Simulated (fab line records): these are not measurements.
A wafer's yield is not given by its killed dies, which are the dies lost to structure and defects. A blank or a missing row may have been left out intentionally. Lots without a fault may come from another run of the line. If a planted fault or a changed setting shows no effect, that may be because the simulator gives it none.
Chamber matching | flow gf180mcu | GF_CONTACT_CMP_04 on cmp-01 has 4 sister chambers
The step polishes SiO2. 18 wafers are shown with their chamber, then 9 later ones without.

EACH WAFER AND ITS CHAMBER
wafer  | chamber | motor_current_A (A)
L499.1 | 2       | 11.8
L499.3 | 1       | 10.9
L499.4 | 0       | 12.5
L501.1 | 0       | 11.8
L501.2 | 1       | 10.9
L501.5 | 3       | 12.9
L502.2 | 1       | 11.3
L502.4 | 2       | 12.3
L502.5 | 2       | 11.8
L511.2 | 3       | 12.7
L511.3 | 0       | 11.4
L511.6 | 0       | 11.6
L513.1 | 2       | 12.3
L513.2 | 0       | 12.6
L513.5 | 0       | 11.9
L514.1 | 0       | 12.1
L514.2 | 1       | 11.5
L514.4 | 2       | 11.9

SIGNATURES, as means of the wafers listed above
reading         | chamber 0 | chamber 1 | chamber 2 | chamber 3 | scatter within a chamber
motor_current_A | 11.986    | 11.150    | 12.020    | 12.800    | 0.353
Rule: a wafer's distance from a chamber is the root of the sum, over the readings, of the square of ((its reading less the chamber's mean) divided by the reading's scatter). If the next closest chamber is less than 2 further off than the closest, the wafer can't be placed; otherwise it belongs to the closest. The scatter is the square root of a quotient: the sum, over the shown wafers, of each reading's squared deviation from its chamber's mean, divided by wafers minus chambers.

WAFERS WITH NO CHAMBER GIVEN
wafer  | motor_current_A (A)
L516.1 | 11.7
L516.2 | 10.9
L516.6 | 12.3
L517.4 | 12.9
L517.5 | 11.2
L517.6 | 12.0
L518.2 | 12.8
L518.3 | 11.4
L518.5 | 12.5

WHICH CHAMBER EACH WENT THROUGH
wafer  | from the rows above          | in truth
L516.1 | can't be placed: 0 or 2 or 1 | 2
L516.2 | 1                            | 1
L516.6 | can't be placed: 2 or 0 or 3 | 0
L517.4 | 3                            | 3
L517.5 | 1                            | 1
L517.6 | can't be placed: 0 or 2      | 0
L518.2 | 3                            | 3
L518.3 | can't be placed: 1 or 0 or 2 | 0
L518.5 | can't be placed: 3 or 2 or 0 | 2
Correct placement for 4 of the 9. From these rows, 5 cannot be placed; in 5 the true chamber is one of the candidates. Wrongly placed: 0.
